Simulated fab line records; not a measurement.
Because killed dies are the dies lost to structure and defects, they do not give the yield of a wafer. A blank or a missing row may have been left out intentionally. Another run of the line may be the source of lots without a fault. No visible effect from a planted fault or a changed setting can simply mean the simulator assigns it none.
fab line records	flow sky130
record: lots: 13	wafers: 39	lastDay: 50
route steps=708 shown LI_CONTACT@377 LOCAL_INTERCONNECT@389 CONTACT@408
lots that met no fault: taken from a fault-free run of the same line
startH: hours from the record's first day to the start of the lot's first wafer shown	waitH: how many hours have passed since the lot's step before this one	" repeats the value in the row above	L1.1+2: several wafers, shown together as one row	- value missing, or start not given	* or withheld: withheld	< > ~ a bound
route shown NAME@n: names a module that has steps shown in the file, with the first one's number in the route	usual: mean/standard deviation of fault-free wafers	same: alike in all rows	chamber/n: place in a boat	sites: readings site by site	_std_site: standard deviation of those values	_edge_site: inner sites' mean taken away from outer sites' mean	radiusMm: for every site, how far away it sits from the centre of the wafer	mask NAME#n: copy n	behind: the tool/chamber that last shaped the wafer	hold: why the lot went on hold/how many hours it stayed there/how the hold came to an end	device: the n, p or np transistor that did not switch	end of line: the route-end tests of the same wafers	step lacking rows: just its recipe	killed: dies that structure and defects cost at the first sort, which is not the same as the wafer's yield	map: the dies of a wafer, with x for killed, . for not killed, _ for no die there
set.NAME: setting as actually run; set.NAME@STEP: the setting as run at that earlier step	model.NAME: the simulator's own value behind a step, which no gauge read
a sample of lots followed through the steps of the route, with each step as a table and each wafer as a row
services: from which hour (startH, from the record's first day; less than 0 if before it) a tool's chamber was out of use, for how many hours, and why
== steps ==
step: SKY_LI_CONTACT_ETCH_15
recipe: target: PSG	chemistry: C4F8/O2/Ar	stopOn: Si	taperDeg: 4.15	maskMaterial: KrF-thick	sourceW: 1523	biasW: 1200	pressureMtorr: 40	c4f8FlowSccm: withheld	O2_flow_sccm: 6	Ar_flow_sccm: 300	timeS: withheld	targetDepthA: 6000
usual: oesProductAu: 0.848/0.0047
lot.wafer	tool	chamber	startH	waitH	oesProductAu
L476.1	rieDiel-01	0	670.80	0.0	0.846
L476.4	"	2	"	"	0.851
L476.5	"	0	"	"	0.854
L477.1	rieDiel-03	1	677.54	0.0	0.843
L477.4	"	0	"	"	0.847
L477.5	"	1	"	"	0.841
L480.2	rieDiel-04	0	710.16	0.0	0.852
L480.5	"	3	"	"	0.853
L480.6	"	2	"	"	0.847
L481.1	rieDiel-01	1	714.30	0.0	0.841
L481.3	"	0	"	"	0.847
L481.6	"	1	"	"	0.843
L482.3	rieDiel-01	0	731.25	0.0	0.856
L482.5	"	0	"	"	0.846
L482.6	"	1	"	"	0.850
L483.1	rieDiel-01	0	742.95	0.0	0.846
L483.2	"	2	"	"	0.846
L483.5	"	0	"	"	0.851
L484.3	rieDiel-03	1	744.69	0.0	0.842
L484.4	"	0	"	"	0.847
L484.5	"	3	"	"	0.846
L485.1	rieDiel-03	0	752.20	0.0	0.846
L485.4	"	2	"	"	0.851
L485.6	"	2	"	"	0.847
L490.2	rieDiel-04	0	785.09	0.0	0.844
L490.3	"	2	"	"	0.859
L490.5	"	0	"	"	0.843
L495.2	rieDiel-03	3	821.24	0.0	0.851
L495.3	"	1	"	"	0.854
L495.6	"	0	"	"	0.850
L496.1	rieDiel-01	2	829.69	0.0	0.854
L496.2	"	0	"	"	0.855
L496.3	"	3	"	"	0.844
L497.1	rieDiel-01	2	835.11	0.0	0.846
L497.4	"	3	"	"	0.847
L497.5	"	0	"	"	0.845
L499.1	rieDiel-04	3	845.79	0.0	0.848
L499.3	"	1	"	"	0.858
L499.4	"	3	"	"	0.852
step: SKY_LI_CONTACT_THK_MEAS_23
recipe: thkMeasGauge: xrf	reads: W_of_LI_CONTACT_CVD_21
usual: LI_CONTACT_W_THK: 406/5.7
lot.wafer	tool	chamber	startH	waitH	LI_CONTACT_W_THK[nm]
L476.1	filmMetro-04	-	671.56	0.1	404
L476.4	"	-	"	"	405
L476.5	"	-	"	"	404
L477.1	filmMetro-04	-	678.31	0.1	405
L477.4	"	-	"	"	409
L477.5	"	-	"	"	405
L480.2	filmMetro-02	-	710.93	0.1	398
L480.5	"	-	"	"	395
L480.6	"	-	"	"	395
L481.1	filmMetro-01	-	715.08	0.1	405
L481.3	"	-	"	"	405
L481.6	"	-	"	"	411
L482.3	filmMetro-04	-	732.03	0.1	412
L482.5	"	-	"	"	412
L482.6	"	-	"	"	411
L483.1	filmMetro-04	-	743.71	0.1	412
L483.2	"	-	"	"	405
L483.5	"	-	"	"	410
L484.3	filmMetro-04	-	745.48	0.1	418
L484.4	"	-	"	"	416
L484.5	"	-	"	"	419
L485.1	filmMetro-01	-	752.98	0.1	416
L485.4	"	-	"	"	412
L485.6	"	-	"	"	403
L490.2	filmMetro-01	-	785.88	0.1	410
L490.3	"	-	"	"	404
L490.5	"	-	"	"	405
L495.2	filmMetro-04	-	822.02	0.1	406
L495.3	"	-	"	"	407
L495.6	"	-	"	"	414
L496.1	filmMetro-02	-	830.46	0.1	396
L496.2	"	-	"	"	401
L496.3	"	-	"	"	395
L497.1	filmMetro-01	-	835.89	0.1	414
L497.4	"	-	"	"	410
L497.5	"	-	"	"	412
L499.1	filmMetro-02	-	846.56	0.1	401
L499.3	"	-	"	"	405
L499.4	"	-	"	"	401
step: SKY_LOCAL_INTERCONNECT_THK_MEAS_02
recipe: thkMeasGauge: xrf	reads: TiN_of_LOCAL_INTERCONNECT_SPUTTER_00
usual: LOCAL_INTERCONNECT_TIN_THK: 103.2/1
lot.wafer	tool	chamber	startH	waitH	LOCAL_INTERCONNECT_TIN_THK[nm]
L476.1	filmMetro-04	-	672.10	0.1	102.1
L476.4	"	-	"	"	101.8
L476.5	"	-	"	"	101.8
L477.1	filmMetro-03	-	678.85	0.1	102.1
L477.4	"	-	"	"	103.0
L477.5	"	-	"	"	102.2
L480.2	filmMetro-03	-	711.48	0.1	102.7
L480.5	"	-	"	"	102.9
L480.6	"	-	"	"	102.7
L481.1	filmMetro-01	-	715.62	0.1	103.4
L481.3	"	-	"	"	102.8
L481.6	"	-	"	"	102.6
L482.3	filmMetro-03	-	732.57	0.1	102.8
L482.5	"	-	"	"	102.3
L482.6	"	-	"	"	102.9
L483.1	filmMetro-04	-	744.25	0.1	103.1
L483.2	"	-	"	"	103.7
L483.5	"	-	"	"	103.1
L484.3	filmMetro-03	-	746.08	0.1	104.9
L484.4	"	-	"	"	105.6
L484.5	"	-	"	"	106.0
L485.1	filmMetro-01	-	753.55	0.1	102.7
L485.4	"	-	"	"	102.1
L485.6	"	-	"	"	102.8
L490.2	filmMetro-01	-	786.42	0.1	103.1
L490.3	"	-	"	"	103.5
L490.5	"	-	"	"	103.9
L495.2	filmMetro-04	-	822.56	0.1	103.3
L495.3	"	-	"	"	103.5
L495.6	"	-	"	"	103.7
L496.1	filmMetro-01	-	831.00	0.1	101.1
L496.2	"	-	"	"	102.2
L496.3	"	-	"	"	102.1
L497.1	filmMetro-03	-	836.43	0.1	102.1
L497.4	"	-	"	"	103.1
L497.5	"	-	"	"	102.3
L499.1	filmMetro-04	-	847.10	0.1	103.6
L499.3	"	-	"	"	103.4
L499.4	"	-	"	"	104.2
step: SKY_CONTACT_HDPCVD_02
recipe: material: SiO2	targetThkNm: 565	sigmaOpenFrac: 0.3	timeS: 94.2	tempC: 600	sih4FlowSccm: 60	pressureMtorr: 6
lot.wafer	tool	chamber	startH	waitH
L476.1+4+5	hdpcvd-01	1,0,2	700.69	0.1
L477.1+4+5	hdpcvd-01	2,2,1	707.87	0.1
L480.2+5+6	hdpcvd-02	1,1,2	740.59	0.0
L481.1+3+6	hdpcvd-02	1,2,2	744.18	0.1
L482.3+5+6	hdpcvd-02	0,1,0	761.26	0.0
L483.1+2+5	hdpcvd-02	0,1,2	771.62	0.1
L484.3+4+5	hdpcvd-01	1,2,0	774.12	0.0
L485.1+4+6	hdpcvd-01	0,1,2	780.95	0.1
L490.2+3+5	hdpcvd-01	0,1,0	813.12	0.0
L495.2+3+6	hdpcvd-02	1,2,2	850.12	0.0
L496.1+2+3	hdpcvd-02	1,0,2	858.25	0.1
L497.1+4+5	hdpcvd-02	2,1,2	862.38	0.1
L499.1+3+4	hdpcvd-02	1,0,2	873.61	0.1
step: SKY_CONTACT_THK_MEAS_03
recipe: reads: SiO2_of_CONTACT_HDPCVD_02
usual: CONTACT_HDPCVD_THK: 567/4.8
lot.wafer	tool	chamber	startH	waitH	CONTACT_HDPCVD_THK[nm]
L476.1	filmMetro-04	-	700.76	0.0	575
L476.4	"	-	"	"	566
L476.5	"	-	"	"	563
L477.1	filmMetro-04	-	707.94	0.0	565
L477.4	"	-	"	"	566
L477.5	"	-	"	"	567
L480.2	filmMetro-03	-	740.67	0.0	561
L480.5	"	-	"	"	561
L480.6	"	-	"	"	560
L481.1	filmMetro-02	-	744.25	0.0	568
L481.3	"	-	"	"	563
L481.6	"	-	"	"	568
L482.3	filmMetro-04	-	761.35	0.1	566
L482.5	"	-	"	"	568
L482.6	"	-	"	"	565
L483.1	filmMetro-02	-	771.69	0.0	566
L483.2	"	-	"	"	565
L483.5	"	-	"	"	560
L484.3	filmMetro-02	-	774.21	0.1	578
L484.4	"	-	"	"	574
L484.5	"	-	"	"	570
L485.1	filmMetro-02	-	781.02	0.0	571
L485.4	"	-	"	"	567
L485.6	"	-	"	"	570
L490.2	filmMetro-04	-	813.20	0.0	450
L490.3	"	-	"	"	575
L490.5	"	-	"	"	443
L495.2	filmMetro-03	-	850.20	0.0	576
L495.3	"	-	"	"	574
L495.6	"	-	"	"	572
L496.1	filmMetro-04	-	858.32	0.0	567
L496.2	"	-	"	"	566
L496.3	"	-	"	"	572
L497.1	filmMetro-02	-	862.45	0.0	567
L497.4	"	-	"	"	571
L497.5	"	-	"	"	568
L499.1	filmMetro-04	-	873.68	0.0	564
L499.3	"	-	"	"	570
L499.4	"	-	"	"	561
step: SKY_CONTACT_CMP_04
recipe: material: SiO2	downForcePsi: 4	platenRpm: 60	padVelocityMS: 0.94248
usual: edgeZonePressureFrac: 0.999/0.0052	motorCurrentA: 11.4/1.1	timeToEndpointS: 82/3.5
lot.wafer	tool	chamber	startH	waitH	edgeZonePressureFrac	motorCurrentA	timeToEndpointS
L476.1	cmp-01	0	700.82	0.1	0.992	12.6	79
L476.4	"	3	"	"	1.002	11.9	81
L476.5	"	0	"	"	0.990	12.6	75
L477.1	cmp-01	2	708.00	0.1	0.994	10.3	74
L477.4	"	3	"	"	0.995	12.9	80
L477.5	"	3	"	"	1.007	13.2	79
L480.2	cmp-02	2	740.72	0.0	1.003	10.2	87
L480.5	"	2	"	"	1.006	9.5	83
L480.6	"	3	"	"	1.003	11.9	83
L481.1	cmp-01	0	744.36	0.1	0.997	13.4	79
L481.3	"	2	"	"	1.001	11.9	79
L481.6	"	3	"	"	0.996	12.2	83
L482.3	cmp-02	3	761.39	0.0	1.006	11.7	84
L482.6	"	3	"	"	1.007	12.6	83
L482.5	"	0	"	"	0.993	12.1	85
L483.1	cmp-01	2	771.75	0.1	0.995	11.4	77
L483.2	"	3	"	"	0.998	12.7	81
L483.5	"	3	"	"	1.000	12.2	79
L484.4	cmp-01	1	774.25	0.0	0.995	10.4	89
L484.3	"	0	"	"	0.996	12.4	85
L484.5	"	2	"	"	0.991	10.6	86
L485.4	cmp-02	0	781.13	0.1	1.001	11.7	80
L485.1	"	1	"	"	1.003	11.9	82
L485.6	"	3	"	"	0.996	12.0	82
L490.3	cmp-02	1	813.30	0.1	0.992	11.3	87
L490.2	"	2	"	"	0.992	10.0	37
L490.5	"	1	"	"	0.992	11.8	37
L495.3	cmp-02	3	850.25	0.0	0.999	12.3	86
L495.2	"	0	"	"	0.999	12.0	89
L495.6	"	3	"	"	0.996	12.5	86
L496.2	cmp-01	0	858.38	0.0	0.993	12.6	77
L496.1	"	1	"	"	1.006	9.4	84
L496.3	"	3	"	"	1.008	12.5	85
L497.4	cmp-02	2	862.56	0.1	1.000	10.1	87
L497.1	"	0	"	"	0.997	11.6	86
L497.5	"	2	"	"	0.997	10.5	82
L499.1	cmp-01	0	873.74	0.1	1.003	13.3	78
L499.3	"	1	"	"	0.999	9.6	86
L499.4	"	3	"	"	1.004	12.8	78
== services ==
tool	chamber	startH	hours	kind
hdpcvd-01	-	650.75	15.0	pm
cmp-02	-	655.44	0.5	repair
rieDiel-01	0	661.03	1.6	repair
cmp-01	-	661.54	0.8	repair
hdpcvd-02	1	669.72	7.1	repair
cmp-02	-	686.98	2.7	repair
cmp-02	-	706.18	1.6	repair
hdpcvd-02	-	710.86	6.0	pm
rieDiel-03	2	735.45	9.5	repair
cmp-02	-	744.07	4.0	pm
cmp-02	-	749.43	6.3	pm
rieDiel-03	-	754.69	4.3	pm
cmp-02	-	779.88	1.1	repair
hdpcvd-02	-	789.07	1.9	repair
rieDiel-03	3	796.82	8.6	repair
cmp-01	-	814.12	0.2	repair
cmp-02	-	839.24	5.7	repair
cmp-01	-	839.24	0.8	repair
hdpcvd-01	-	839.41	5.5	pm
rieDiel-01	1	839.89	2.3	repair
hdpcvd-02	-	844.07	0.5	repair
rieDiel-01	2	846.44	1.2	repair
cmp-01	-	848.31	5.1	repair
cmp-02	-	853.48	6.2	pm
== key ==
firstSign: step: SKY_CONTACT_THK_MEAS_03	reading: CONTACT_HDPCVD_THK	direction: down	sigmas: 25	usual: 567	struck: 446
effect: step: SKY_CONTACT_CMP_04	reading: timeToEndpointS	direction: down	sigmas: 13	usual: *	struck: *
metAt SKY_CONTACT_HDPCVD_02
struckLots L490
struckWafers L490.2,L490.5
sortLeftOut L490.2,L490.5
testerLeftOut L490
notActingAt SKY_LI_CONTACT_ETCH_15,SKY_LI_CONTACT_THK_MEAS_23,SKY_LOCAL_INTERCONNECT_THK_MEAS_02
onsetBetween 780.95 813.12
fault: kind: processParameterDrift	tool: hdpcvd-01	chamber: 0	onsetH: 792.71	steps: SKY_CONTACT_HDPCVD_02	channel: targetThkNm	offset: -126.47	shape: step	endH: 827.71	actsIn: theseRecipesOnly	stated: 565
testerLeftOut: of these lots the tester's yield and bins aren't shown, on N5 and GAA mostly nor the transistor test; their killed dies are dies lost to structure and defects alone, not to doping, threshold or leakage, so they don't give the yield
sortLeftOut: the simulated sort isn't trusted on such a fault, so these wafers' sort isn't shown, and their yield isn't known
